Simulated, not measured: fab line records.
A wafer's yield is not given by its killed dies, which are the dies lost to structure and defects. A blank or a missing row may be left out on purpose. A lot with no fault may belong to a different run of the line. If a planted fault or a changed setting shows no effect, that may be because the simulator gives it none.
Which tool did it? || flow gf180mcu || 13 lots with 39 wafers sampled at 4 steps, on a route of 602 steps

## WHAT THE GAUGES READ, wafer by wafer
GF_V2_THK_MEAS_01. Usual: V2_CVD_00_THK typically reads 598 nm, with standard deviation 7.2.
{"lot": "L989", "measured": "day 19 15:26", "on": "filmMetro-02", "V2_CVD_00_THK (nm)": "595 593 590", "flag": ""}
{"lot": "L990", "measured": "day 20 02:11", "on": "filmMetro-03", "V2_CVD_00_THK (nm)": "600 602 597", "flag": ""}
{"lot": "L993", "measured": "day 21 05:25", "on": "filmMetro-02", "V2_CVD_00_THK (nm)": "600 605 601", "flag": ""}
{"lot": "L994", "measured": "day 21 15:14", "on": "filmMetro-02", "V2_CVD_00_THK (nm)": "588 592 590", "flag": ""}
{"lot": "L995", "measured": "day 21 19:11", "on": "filmMetro-03", "V2_CVD_00_THK (nm)": "593 597 592", "flag": ""}
{"lot": "L996", "measured": "day 22 06:36", "on": "filmMetro-01", "V2_CVD_00_THK (nm)": "598 605 604", "flag": ""}
{"lot": "L997", "measured": "day 22 17:15", "on": "filmMetro-01", "V2_CVD_00_THK (nm)": "594 590 594", "flag": ""}
{"lot": "L103", "measured": "day 24 21:22", "on": "filmMetro-03", "V2_CVD_00_THK (nm)": "596 590 602", "flag": ""}
{"lot": "L104", "measured": "day 25 02:45", "on": "filmMetro-01", "V2_CVD_00_THK (nm)": "607 614 601", "flag": ""}
{"lot": "L107", "measured": "day 25 22:02", "on": "filmMetro-01", "V2_CVD_00_THK (nm)": "610 610 602", "flag": ""}
{"lot": "L108", "measured": "day 26 05:44", "on": "filmMetro-03", "V2_CVD_00_THK (nm)": "608 599 606", "flag": ""}
{"lot": "L109", "measured": "day 26 11:08", "on": "filmMetro-03", "V2_CVD_00_THK (nm)": "602 600 603", "flag": ""}
{"lot": "L111", "measured": "day 26 23:41", "on": "filmMetro-01", "V2_CVD_00_THK (nm)": "596 599 593", "flag": ""}

## WHICH TOOL RAN EACH LOT (tool, then ch and the chambers of the sampled wafers, then the start)
{"lot": "L989", "GF_LVPWELL_COAT_02": "lithoTrack-03 ch 0, day 3 22:14", "GF_LVPWELL_STRIP_10": "plasmaAsher-01 ch 0,1, day 4 04:53", "GF_V1_CVD_02": "pecvd-04 ch 0,2, day 17 12:37"}
{"lot": "L990", "GF_LVPWELL_COAT_02": "lithoTrack-03 ch 0, day 4 01:13", "GF_LVPWELL_STRIP_10": "plasmaAsher-01 ch 0,1, day 4 08:52", "GF_V1_CVD_02": "pecvd-03 ch 0,2, day 17 23:13"}
{"lot": "L993", "GF_LVPWELL_COAT_02": "lithoTrack-03 ch 0, day 4 17:25", "GF_LVPWELL_STRIP_10": "plasmaAsher-01 ch 0,1, day 5 01:02", "GF_V1_CVD_02": "pecvd-04 ch 1,2, day 19 01:19"}
{"lot": "L994", "GF_LVPWELL_COAT_02": "lithoTrack-03 ch 0, day 4 23:29", "GF_LVPWELL_STRIP_10": "plasmaAsher-02 ch 0,1, day 5 06:34", "GF_V1_CVD_02": "pecvd-04 ch 1,2, day 19 11:58"}
{"lot": "L995", "GF_LVPWELL_COAT_02": "lithoTrack-01 ch 0, day 5 04:05", "GF_LVPWELL_STRIP_10": "plasmaAsher-02 ch 0,1, day 5 11:38", "GF_V1_CVD_02": "pecvd-02 ch 1,2, day 19 17:31"}
{"lot": "L996", "GF_LVPWELL_COAT_02": "lithoTrack-03 ch 0, day 5 11:38", "GF_LVPWELL_STRIP_10": "plasmaAsher-03 ch 0,1, day 5 19:16", "GF_V1_CVD_02": "pecvd-02 ch 1,2, day 20 03:51"}
{"lot": "L997", "GF_LVPWELL_COAT_02": "lithoTrack-03 ch 0, day 5 14:22", "GF_LVPWELL_STRIP_10": "plasmaAsher-03 ch 0,1, day 5 21:59", "GF_V1_CVD_02": "pecvd-02 ch 0,1,2, day 20 14:35"}
{"lot": "L103", "GF_LVPWELL_COAT_02": "lithoTrack-03 ch 0, day 7 02:31", "GF_LVPWELL_STRIP_10": "plasmaAsher-03 ch 0,1, day 7 11:05", "GF_V1_CVD_02": "pecvd-04 ch 0,1, day 22 21:35"}
{"lot": "L104", "GF_LVPWELL_COAT_02": "lithoTrack-03 ch 0, day 7 07:59", "GF_LVPWELL_STRIP_10": "plasmaAsher-01 ch 0, day 7 16:29", "GF_V1_CVD_02": "pecvd-03 ch 0,1,2, day 23 02:52"}
{"lot": "L107", "GF_LVPWELL_COAT_02": "lithoTrack-01 ch 0, day 7 21:50", "GF_LVPWELL_STRIP_10": "plasmaAsher-02 ch 0,1, day 8 06:35", "GF_V1_CVD_02": "pecvd-04 ch 0,1,2, day 23 23:17"}
{"lot": "L108", "GF_LVPWELL_COAT_02": "lithoTrack-02 ch 0, day 8 06:15", "GF_LVPWELL_STRIP_10": "plasmaAsher-03 ch 0,1, day 8 15:08", "GF_V1_CVD_02": "pecvd-02 ch 1,2, day 24 08:43"}
{"lot": "L109", "GF_LVPWELL_COAT_02": "lithoTrack-01 ch 0, day 8 08:46", "GF_LVPWELL_STRIP_10": "plasmaAsher-01 ch 0,1, day 8 17:20", "GF_V1_CVD_02": "pecvd-04 ch 0,1,2, day 24 14:12"}
{"lot": "L111", "GF_LVPWELL_COAT_02": "lithoTrack-02 ch 0, day 8 20:36", "GF_LVPWELL_STRIP_10": "plasmaAsher-01 ch 0,1, day 9 05:40", "GF_V1_CVD_02": "pecvd-04 ch 0,1,2, day 25 02:48"}
- GF_LVPWELL_COAT_02: resist thk 3000 nm.
- GF_LVPWELL_STRIP_10: strips in O2/N2.
- GF_V1_CVD_02: deposits SiO2 from TEOS, target thk 850 nm, time 94.851 s.

## AS READ BY THE TOOLS THEMSELVES (means over the sampled wafers that have a number; for cases with no such wafer, the mark the record gives instead)
GF_LVPWELL_COAT_02. Usual: exhaustPa at 44.6 Pa, with a standard deviation of 0.77.
{"lot": "L989", "tool": "lithoTrack-03", "exhaustPa (Pa)": 44.4, "flag": ""}
{"lot": "L990", "tool": "lithoTrack-03", "exhaustPa (Pa)": 44.8, "flag": ""}
{"lot": "L993", "tool": "lithoTrack-03", "exhaustPa (Pa)": 44.6, "flag": ""}
{"lot": "L994", "tool": "lithoTrack-03", "exhaustPa (Pa)": 44.9, "flag": ""}
{"lot": "L995", "tool": "lithoTrack-01", "exhaustPa (Pa)": 44.3, "flag": ""}
{"lot": "L996", "tool": "lithoTrack-03", "exhaustPa (Pa)": 45.0, "flag": ""}
{"lot": "L997", "tool": "lithoTrack-03", "exhaustPa (Pa)": 44.6, "flag": ""}
{"lot": "L103", "tool": "lithoTrack-03", "exhaustPa (Pa)": 44.8, "flag": ""}
{"lot": "L104", "tool": "lithoTrack-03", "exhaustPa (Pa)": 44.7, "flag": ""}
{"lot": "L107", "tool": "lithoTrack-01", "exhaustPa (Pa)": 44.9, "flag": ""}
{"lot": "L108", "tool": "lithoTrack-02", "exhaustPa (Pa)": 45.4, "flag": ""}
{"lot": "L109", "tool": "lithoTrack-01", "exhaustPa (Pa)": 44.8, "flag": ""}
{"lot": "L111", "tool": "lithoTrack-02", "exhaustPa (Pa)": 44.6, "flag": ""}

GF_LVPWELL_STRIP_10. Usual: drypumpMotorCurrentA 5.7 A, standard deviation 0.35; heaterPowerW 351 W, standard deviation 14; oesProductAu 0.723 a.u., standard deviation 0.0044; stripTimeToEndpointS 36.92 s, standard deviation 0.099.
{"lot": "L989", "tool": "plasmaAsher-01", "drypumpMotorCurrentA (A)": 5.3, "heaterPowerW (W)": 338, "oesProductAu (a.u.)": 0.718, "stripTimeToEndpointS (s)": 36.99, "flag": ""}
{"lot": "L990", "tool": "plasmaAsher-01", "drypumpMotorCurrentA (A)": 5.3, "heaterPowerW (W)": 338, "oesProductAu (a.u.)": 0.721, "stripTimeToEndpointS (s)": 37.04, "flag": ""}
{"lot": "L993", "tool": "plasmaAsher-01", "drypumpMotorCurrentA (A)": 5.5, "heaterPowerW (W)": 338, "oesProductAu (a.u.)": 0.722, "stripTimeToEndpointS (s)": 36.89, "flag": ""}
{"lot": "L994", "tool": "plasmaAsher-02", "drypumpMotorCurrentA (A)": 5.9, "heaterPowerW (W)": 344, "oesProductAu (a.u.)": 0.721, "stripTimeToEndpointS (s)": 36.92, "flag": ""}
{"lot": "L995", "tool": "plasmaAsher-02", "drypumpMotorCurrentA (A)": 5.6, "heaterPowerW (W)": 355, "oesProductAu (a.u.)": 0.724, "stripTimeToEndpointS (s)": 36.90, "flag": ""}
{"lot": "L996", "tool": "plasmaAsher-03", "drypumpMotorCurrentA (A)": 5.9, "heaterPowerW (W)": 360, "oesProductAu (a.u.)": 0.723, "stripTimeToEndpointS (s)": 36.90, "flag": ""}
{"lot": "L997", "tool": "plasmaAsher-03", "drypumpMotorCurrentA (A)": 5.9, "heaterPowerW (W)": 361, "oesProductAu (a.u.)": 0.723, "stripTimeToEndpointS (s)": 36.92, "flag": ""}
{"lot": "L103", "tool": "plasmaAsher-03", "drypumpMotorCurrentA (A)": 5.7, "heaterPowerW (W)": 362, "oesProductAu (a.u.)": 0.697, "stripTimeToEndpointS (s)": 11.15, "flag": "OFF"}
{"lot": "L104", "tool": "plasmaAsher-01", "drypumpMotorCurrentA (A)": 5.1, "heaterPowerW (W)": 337, "oesProductAu (a.u.)": 0.690, "stripTimeToEndpointS (s)": 11.14, "flag": "OFF"}
{"lot": "L107", "tool": "plasmaAsher-02", "drypumpMotorCurrentA (A)": 5.9, "heaterPowerW (W)": 346, "oesProductAu (a.u.)": 0.724, "stripTimeToEndpointS (s)": 36.86, "flag": ""}
{"lot": "L108", "tool": "plasmaAsher-03", "drypumpMotorCurrentA (A)": 5.7, "heaterPowerW (W)": 365, "oesProductAu (a.u.)": 0.721, "stripTimeToEndpointS (s)": 36.87, "flag": ""}
{"lot": "L109", "tool": "plasmaAsher-01", "drypumpMotorCurrentA (A)": 5.5, "heaterPowerW (W)": 337, "oesProductAu (a.u.)": 0.724, "stripTimeToEndpointS (s)": 36.89, "flag": ""}
{"lot": "L111", "tool": "plasmaAsher-01", "drypumpMotorCurrentA (A)": 5.5, "heaterPowerW (W)": 332, "oesProductAu (a.u.)": 0.725, "stripTimeToEndpointS (s)": 36.90, "flag": ""}

GF_V1_CVD_02. Usual: heaterPowerW 648 W, standard deviation 94; susceptorTempC 400.03 C, standard deviation 0.2.
{"lot": "L989", "tool": "pecvd-04", "heaterPowerW (W)": 633, "susceptorTempC (C)": 400.18, "flag": ""}
{"lot": "L990", "tool": "pecvd-03", "heaterPowerW (W)": 710, "susceptorTempC (C)": 399.99, "flag": ""}
{"lot": "L993", "tool": "pecvd-04", "heaterPowerW (W)": 588, "susceptorTempC (C)": 400.12, "flag": ""}
{"lot": "L994", "tool": "pecvd-04", "heaterPowerW (W)": 562, "susceptorTempC (C)": 400.00, "flag": ""}
{"lot": "L995", "tool": "pecvd-02", "heaterPowerW (W)": 648, "susceptorTempC (C)": 399.82, "flag": ""}
{"lot": "L996", "tool": "pecvd-02", "heaterPowerW (W)": 644, "susceptorTempC (C)": 400.04, "flag": ""}
{"lot": "L997", "tool": "pecvd-02", "heaterPowerW (W)": 623, "susceptorTempC (C)": 399.88, "flag": ""}
{"lot": "L103", "tool": "pecvd-04", "heaterPowerW (W)": 627, "susceptorTempC (C)": 399.90, "flag": ""}
{"lot": "L104", "tool": "pecvd-03", "heaterPowerW (W)": 649, "susceptorTempC (C)": 400.21, "flag": ""}
{"lot": "L107", "tool": "pecvd-04", "heaterPowerW (W)": 671, "susceptorTempC (C)": 399.98, "flag": ""}
{"lot": "L108", "tool": "pecvd-02", "heaterPowerW (W)": 697, "susceptorTempC (C)": 400.02, "flag": ""}
{"lot": "L109", "tool": "pecvd-04", "heaterPowerW (W)": 686, "susceptorTempC (C)": 399.89, "flag": ""}
{"lot": "L111", "tool": "pecvd-04", "heaterPowerW (W)": 639, "susceptorTempC (C)": 400.17, "flag": ""}

## THE ANSWER, worked out from the rows above alone
Rule: lot off if the mean of its wafers having a number is beyond 3 standard deviations from the usual mean. A lot without any number at a reading at which 4 lots or more have one is off too. Any other lot the step has rows for is counted as sound. First the gauges in route order, then the tools' own readings, where a lot's mean is used as printed above. The first step at which some lot is off is used, and at that step the reading that is off furthest; a lot without a number counts as furthest.
Off: L103, L104, at GF_LVPWELL_STRIP_10 (stripTimeToEndpointS).
A tool fits if, at that step or a process step before it, it ran every lot that is off, and no sound lot after the first of them. One fits: GF_LVPWELL_COAT_02 on lithoTrack-03. A fault onset in the window from L997 (day 5 14:22, its last sound lot) to L103 (day 7 02:31, its first lot off) fits.

## WHAT HAD BEEN PUT IN BY THE SIMULATOR
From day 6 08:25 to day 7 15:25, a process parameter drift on lithoTrack-03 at GF_LVPWELL_COAT_02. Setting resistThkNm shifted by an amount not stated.
Struck lots among those shown: L103, L104. The same result came from the rule above.
